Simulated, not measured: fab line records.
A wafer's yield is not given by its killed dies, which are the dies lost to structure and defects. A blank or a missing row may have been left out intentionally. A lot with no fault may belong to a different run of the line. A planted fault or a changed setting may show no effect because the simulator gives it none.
fab line records    flow sky130
record lots=11  wafers=33  last-day=50
route steps=708 shown LI_CONTACT@382 METAL3@535 PASSIVATION@692
lots that met no fault: taken from a fault-free run of the same line
start-h: hours from the record's first day to the start of the lot's first wafer shown    wait-h: time in hours since the lot's previous step    " the same as in the row above    L1.1+2: one row covering several wafers at once    - value missing, or start not given    * or withheld: withheld    < > ~ a bound
route shown NAME@n: a module of which the file shows steps, and the number in the route of the first    usual: mean and standard deviation over wafers with no fault    same: alike in all rows    chamber/n: place in a boat    sites: per-site readings    _std_site: standard deviation of those values    _edge_site: the outer-site mean with the inner-site mean subtracted    radius-mm: for every site, how far away it sits from the centre of the wafer    mask NAME#n: copy n    behind: the most recent tool/chamber to have shaped the wafer    hold: why the lot was held/for how many hours/how that ended    device: which transistor (n, p or np) failed to switch    end of line: the route-end tests of the same wafers    a step given without rows: its recipe and nothing more    killed: dies that structure and defects cost at the first sort, which is not the same as the wafer's yield    map: dies across one wafer; x = killed, . = not, _ = none there
set.NAME: the setting that was run; set.NAME@STEP: the one run at that earlier step    model.NAME: the simulator's own value behind a step, which no gauge read
the route's steps for a sample of lots (tables are steps, rows are wafers)
services: when a tool's chamber went out of use (start-h, in hours from the record's first day, below 0 if earlier), for how many hours, and the reason
## steps
# step SKY_LI_CONTACT_SPUTTER_20
# recipe material=TiN  target-thk-nm=20  chamber-pressure-pa=5  power-w=4000  time-s=80
# usual throttle-valve-pct=30.3/1.1
lot.wafer  tool            chamber  start-h  wait-h  throttle-valve-pct
L474.1     pvd-sputter-03  -        695.57   0.0     31.9
L474.3     "               -        "        "       28.9
L474.4     "               -        "        "       32.0
L475.1     pvd-sputter-03  -        701.92   0.0     32.1
L475.2     "               -        "        "       28.8
L475.6     "               -        "        "       29.1
L476.1     pvd-sputter-04  -        715.73   0.0     29.5
L476.3     "               -        "        "       30.6
L476.4     "               -        "        "       29.6
L478.4     pvd-sputter-03  -        726.77   0.0     30.2
L478.5     "               -        "        "       30.2
L478.6     "               -        "        "       31.9
L479.2     pvd-sputter-01  -        735.37   0.0     31.2
L479.3     "               -        "        "       29.1
L479.6     "               -        "        "       31.2
L483.2     pvd-sputter-04  -        776.63   0.0     30.2
L483.5     "               -        "        "       29.5
L483.6     "               -        "        "       30.3
L485.2     pvd-sputter-01  -        783.72   0.0     31.2
L485.4     "               -        "        "       28.8
L485.5     "               -        "        "       29.0
L486.4     pvd-sputter-03  -        792.42   0.0     31.9
L486.5     "               -        "        "       28.9
L486.6     "               -        "        "       30.0
L491.1     pvd-sputter-03  -        824.42   0.0     32.1
L491.5     "               -        "        "       31.7
L491.6     "               -        "        "       32.1
L492.1     pvd-sputter-04  -        838.57   0.0     29.7
L492.2     "               -        "        "       29.5
L492.6     "               -        "        "       29.5
L494.2     pvd-sputter-01  -        843.92   0.0     30.4
L494.3     "               -        "        "       29.7
L494.4     "               -        "        "       29.9
# step SKY_METAL3_SPUTTER_03
# recipe material=Ti  target-thk-nm=5  power-w=3000  time-s=3.3  chamber-pressure-pa=0.4
# usual throttle-valve-pct=30.6/1
lot.wafer  tool            chamber  start-h  wait-h  throttle-valve-pct
L474.1     pvd-sputter-02  -        867.17   0.0     30.3
L474.3     "               -        "        "       31.0
L474.4     "               -        "        "       30.1
L475.1     pvd-sputter-03  -        873.54   0.0     29.0
L475.2     "               -        "        "       32.4
L475.6     "               -        "        "       31.8
L476.1     pvd-sputter-03  -        885.74   0.0     31.9
L476.3     "               -        "        "       29.0
L476.4     "               -        "        "       30.1
L478.4     pvd-sputter-02  -        897.20   0.0     30.2
L478.5     "               -        "        "       30.5
L478.6     "               -        "        "       31.2
L479.2     pvd-sputter-03  -        905.51   0.0     31.8
L479.3     "               -        "        "       30.2
L479.6     "               -        "        "       32.0
L483.2     pvd-sputter-02  -        943.17   0.0     30.4
L483.5     "               -        "        "       31.0
L483.6     "               -        "        "       30.2
L485.2     pvd-sputter-02  -        948.09   0.0     30.3
L485.4     "               -        "        "       31.0
L485.5     "               -        "        "       30.3
L486.4     pvd-sputter-01  -        955.23   0.0     31.3
L486.5     "               -        "        "       30.0
L486.6     "               -        "        "       28.9
L491.1     pvd-sputter-03  -        985.18   0.0     31.9
L491.5     "               -        "        "       28.8
L491.6     "               -        "        "       30.1
L492.1     pvd-sputter-03  -        996.52   0.0     29.1
L492.2     "               -        "        "       30.2
L492.6     "               -        "        "       32.1
L494.2     pvd-sputter-02  -        1001.83  0.0     30.3
L494.3     "               -        "        "       30.2
L494.4     "               -        "        "       30.5
# step SKY_METAL3_OVL_MEAS_14
# usual METAL3_OVL=3/5.2
lot.wafer  tool        chamber  start-h  wait-h  METAL3_OVL[nm]
L474.1     overlay-01  -        918.69   0.1     1
L474.3     "           -        "        "       1
L474.4     "           -        "        "       5
L475.1     overlay-01  -        925.63   0.1     12
L475.2     "           -        "        "       1
L475.6     "           -        "        "       8
L476.1     overlay-01  -        935.94   0.1     10
L476.3     "           -        "        "       6
L476.4     "           -        "        "       11
L478.4     overlay-01  -        946.95   0.1     -1
L478.5     "           -        "        "       3
L478.6     "           -        "        "       0
L479.2     overlay-01  -        954.10   0.1     1
L479.3     "           -        "        "       5
L479.6     "           -        "        "       2
L483.2     overlay-01  -        991.74   0.1     16
L483.5     "           -        "        "       7
L483.6     "           -        "        "       16
L485.2     overlay-01  -        995.85   0.1     2
L485.4     "           -        "        "       2
L485.5     "           -        "        "       2
L486.4     overlay-02  -        1002.70  0.1     1
L486.5     "           -        "        "       5
L486.6     "           -        "        "       3
L491.1     overlay-02  -        1030.89  0.1     -1
L491.5     "           -        "        "       5
L491.6     "           -        "        "       5
L492.1     overlay-01  -        1042.44  0.1     2
L492.2     "           -        "        "       1
L492.6     "           -        "        "       -4
L494.2     overlay-02  -        1048.05  0.1     6
L494.3     "           -        "        "       14
L494.4     "           -        "        "       7
# step SKY_PASSIVATION_ETCH_11
# recipe chemistry=CF4/O2  target-depth-nm=725  stop-on=AlCu  source-w=800  bias-w=150  pressure-mtorr=150  cf4-flow-sccm=80  O2_flow_sccm=10  time-s=161.1
# usual drypump-motor-current-A=6.0/0.39  oes-product-au=0.977/0.0071  throttle-valve-pct=5.964/0.0087
lot.wafer  tool         chamber  start-h  wait-h  drypump-motor-current-A  oes-product-au  rf-hours-counter-h  throttle-valve-pct
L474.1     rie-diel-04  2        1066.12  -       5.5                      0.965           13                  5.970
L474.3     "            1        "        "       6.6                      0.965           7                   5.965
L474.4     "            3        "        "       6.0                      0.979           6                   5.967
L475.1     rie-diel-01  2        1071.95  -       5.7                      0.980           11                  5.971
L475.2     "            0        "        "       5.7                      0.982           22                  5.967
L475.6     "            1        "        "       5.8                      0.979           -                   5.947
L476.1     rie-diel-01  0        1080.02  -       5.7                      0.975           23                  5.967
L476.3     "            2        "        "       5.7                      0.972           12                  5.964
L476.4     "            1        "        "       5.8                      0.994           22                  5.964
L478.4     rie-diel-02  3        1090.32  -       6.4                      0.983           20                  5.969
L478.5     "            2        "        "       5.4                      0.989           -                   5.941
L478.6     "            1        "        "       6.0                      0.984           -                   5.961
L479.2     rie-diel-02  3        1097.67  -       6.3                      0.965           20                  5.956
L479.3     "            2        "        "       5.4                      0.969           18                  5.957
L479.6     "            0        "        "       6.3                      0.979           -                   5.983
L483.2     rie-diel-02  0        1127.22  -       6.4                      0.980           28                  5.984
L483.5     "            2        "        "       5.4                      0.970           -                   5.957
L483.6     "            3        "        "       6.4                      0.982           -                   5.963
L485.2     rie-diel-02  0        1129.87  -       6.3                      0.978           28                  5.960
L485.4     "            2        "        "       5.5                      0.977           -                   5.960
L485.5     "            3        "        "       6.4                      0.982           -                   5.960
L486.4     rie-diel-04  2        1137.37  -       5.4                      0.977           15                  5.968
L486.5     "            1        "        "       6.6                      0.989           -                   5.965
L486.6     "            2        "        "       5.4                      0.989           -                   5.967
L491.1     rie-diel-01  3        1161.80  -       6.1                      0.983           7                   5.971
L491.5     "            2        "        "       5.7                      0.989           -                   5.964
L491.6     "            1        "        "       5.9                      0.987           -                   5.965
L492.1     rie-diel-01  2        1168.22  -       5.7                      0.976           15                  5.974
L492.2     "            1        "        "       5.8                      0.967           26                  5.964
L492.6     "            2        "        "       5.7                      0.974           -                   5.967
L494.2     rie-diel-04  2        1173.65  -       5.4                      0.971           16                  5.971
L494.3     "            1        "        "       6.6                      0.975           10                  5.954
L494.4     "            3        "        "       6.0                      0.972           9                   5.985
# step SKY_PASSIVATION_STRIP_12
# recipe chemistry=O2/N2  power-w=1400  pressure-mtorr=1500  platen-temp-c=withheld  overash-fraction=0.7  o2-flow-sccm=3000  n2-flow-sccm=300
# usual drypump-motor-current-A=5.3/0.34  oes-product-au=0.660/0.0048  strip-time-to-endpoint-s=31.58/0.11
lot.wafer  tool             chamber  start-h  wait-h  drypump-motor-current-A  oes-product-au  rf-hours-counter-h  strip-time-to-endpoint-s
L474.1     plasma-asher-04  0        1066.23  0.1     5.1                      0.667           0                   31.60
L474.3     "                0        "        "       5.1                      0.654           -                   31.59
L474.4     "                1        "        "       5.2                      0.659           -                   31.79
L475.1     plasma-asher-04  1        1072.06  0.1     5.3                      0.656           1                   31.48
L475.2     "                0        "        "       5.1                      0.656           1                   31.50
L475.6     "                0        "        "       5.1                      0.661           -                   31.47
L476.1     plasma-asher-04  0        1080.13  0.1     5.1                      0.660           2                   31.54
L476.3     "                0        "        "       5.1                      0.665           -                   31.62
L476.4     "                1        "        "       5.3                      0.652           -                   31.55
L478.4     plasma-asher-01  0        1090.46  0.1     4.8                      0.660           -                   31.53
L478.5     "                0        "        "       4.8                      0.659           -                   31.51
L478.6     "                1        "        "       5.4                      0.666           -                   31.67
L479.2     plasma-asher-01  1        1097.78  0.1     5.4                      0.659           71                  31.58
L479.3     "                1        "        "       5.4                      0.657           -                   31.66
L479.6     "                0        "        "       4.8                      0.657           -                   31.65
L483.2     plasma-asher-01  1        1127.33  0.1     5.4                      0.654           74                  28.93
L483.5     "                1        "        "       5.4                      0.655           -                   28.80
L483.6     "                0        "        "       4.8                      0.667           -                   31.58
L485.2     plasma-asher-03  1        1129.98  0.1     5.9                      0.655           40                  28.99
L485.4     "                1        "        "       5.9                      0.663           -                   31.75
L485.5     "                0        "        "       6.0                      0.655           -                   28.80
L486.4     plasma-asher-04  0        1137.51  0.1     5.1                      0.663           -                   31.51
L486.5     "                0        "        "       5.1                      0.662           -                   31.60
L486.6     "                1        "        "       5.3                      0.653           -                   31.53
L491.1     plasma-asher-03  1        1161.91  0.1     5.9                      0.658           43                  31.51
L491.5     "                1        "        "       5.8                      0.651           -                   31.39
L491.6     "                0        "        "       6.0                      0.663           -                   31.30
L492.1     plasma-asher-01  1        1168.32  0.1     5.4                      0.658           78                  31.45
L492.2     "                0        "        "       4.8                      0.660           78                  31.49
L492.6     "                1        "        "       5.4                      0.669           -                   31.49
L494.2     plasma-asher-01  1        1173.76  0.1     5.4                      0.665           78                  31.57
L494.3     "                1        "        "       5.4                      0.655           -                   31.62
L494.4     "                0        "        "       4.8                      0.660           -                   31.81
## services
tool             chamber  start-h  hours  kind
pvd-sputter-02   -        683.85   4.2    repair
plasma-asher-04  -        723.89   4.9    repair
rie-diel-01      -        741.78   0.5    repair
plasma-asher-04  -        744.11   8.0    repair
plasma-asher-04  -        770.23   3.6    repair
rie-diel-01      1        773.25   8.7    repair
rie-diel-01      1        786.84   7.9    repair
rie-diel-01      3        793.81   3.2    repair
pvd-sputter-01   -        804.35   1.4    repair
rie-diel-02      1        804.71   56.0   repair
rie-diel-01      0        805.08   18.7   repair
rie-diel-02      2        819.06   6.7    repair
rie-diel-01      3        821.12   6.5    repair
pvd-sputter-01   -        822.77   1.2    repair
plasma-asher-04  -        839.73   28.1   pm
rie-diel-02      3        841.17   7.1    repair
pvd-sputter-02   -        871.06   7.5    repair
pvd-sputter-02   -        934.72   4.6    repair
pvd-sputter-03   -        938.87   11.2   repair
pvd-sputter-03   -        988.03   3.4    repair
plasma-asher-01  -        1048.08  2.8    pm
pvd-sputter-03   -        1052.32  6.8    repair
pvd-sputter-03   -        1085.42  2.2    repair
pvd-sputter-02   -        1164.37  4.5    repair
## key
first-sign step=SKY_PASSIVATION_STRIP_12  reading=strip-time-to-endpoint-s  direction=down  sigmas=25  usual=*  struck=*
effect none on later readings
met-at SKY_PASSIVATION_ETCH_11
struck-lots L483,L485
struck-wafers L483.2,L483.5,L485.2,L485.5
not-acting-at SKY_LI_CONTACT_SPUTTER_20,SKY_METAL3_SPUTTER_03,SKY_METAL3_OVL_MEAS_14
onset-between 1097.67 1127.22
fault kind=process-parameter-drift  tool=rie-diel-02  chamber=-  onset-h=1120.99  steps=SKY_PASSIVATION_ETCH_11  channel=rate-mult  offset=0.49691  shape=step  end-h=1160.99  scope=struck-wafers-only
